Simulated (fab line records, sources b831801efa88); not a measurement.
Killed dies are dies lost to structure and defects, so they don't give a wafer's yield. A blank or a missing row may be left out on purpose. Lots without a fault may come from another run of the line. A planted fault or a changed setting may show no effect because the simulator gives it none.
Which tool did it? | flow gf180mcu | 6 lots, 18 wafers sampled, at 3 steps of a route of 602

WHAT THE GAUGES READ, wafer by wafer
GF_M5_CD_MEAS_07: target cd 280 nm.
lot  | measured     | on        | cd_nm (nm)
L675 | day 26 21:00 | cd_sem-01 | 280.8 280.0 281.6
L677 | day 27 14:58 | cd_sem-01 | 278.9 279.6 279.4
L687 | day 30 11:43 | cd_sem-02 | 279.8 279.4 280.6
L690 | day 31 06:17 | cd_sem-02 | 282.2 280.9 281.2
L692 | day 31 23:46 | cd_sem-02 | 275.9 277.2 276.6
L696 | day 32 13:48 | cd_sem-02 | 279.9 277.9 279.5

WHICH TOOL RAN EACH LOT (tool, then ch and the chambers of the sampled wafers, then the start)
lot  | GF_MIM_SPUTTER_07            | GF_MIM_STRIP_20
L675 | pvd_sputter-04, day 25 03:23 | plasma_asher-01 ch 0,1, day 26 00:32
L677 | pvd_sputter-03, day 25 20:44 | plasma_asher-04 ch 0,1, day 26 17:46
L687 | pvd_sputter-03, day 28 21:38 | plasma_asher-04 ch 0,1, day 29 16:42
L690 | pvd_sputter-04, day 29 17:22 | plasma_asher-01 ch 0,1, day 30 12:11
L692 | pvd_sputter-02, day 30 11:49 | plasma_asher-01 ch 0,1, day 31 06:01
L696 | pvd_sputter-02, day 31 03:25 | plasma_asher-02 ch 0,1, day 31 20:54
- GF_MIM_SPUTTER_07: material TiN, target thk 60 nm, time 50 s.
- GF_MIM_STRIP_20: strips in O2/N2.

THE ANSWER, worked out from the rows above alone
Rule: what is usual is taken from the lots themselves. Put in order of their means at a reading, lots are off if they are a third of the lots or fewer, leave a main group of 4 or more, and stand apart from it by a gap of 3 or more times the standard deviation of the main group's means; of several such gaps the widest counts. A main group whose means are all the same, to the digits that the tables above print for the reading, isn't used. A lot without any number at a reading at which 4 lots or more have one is off too. The other lots that the step has rows for count as sound.
No lot is off at any reading shown: from this, nothing can be told.

WHAT THE SIMULATOR HAD PUT IN
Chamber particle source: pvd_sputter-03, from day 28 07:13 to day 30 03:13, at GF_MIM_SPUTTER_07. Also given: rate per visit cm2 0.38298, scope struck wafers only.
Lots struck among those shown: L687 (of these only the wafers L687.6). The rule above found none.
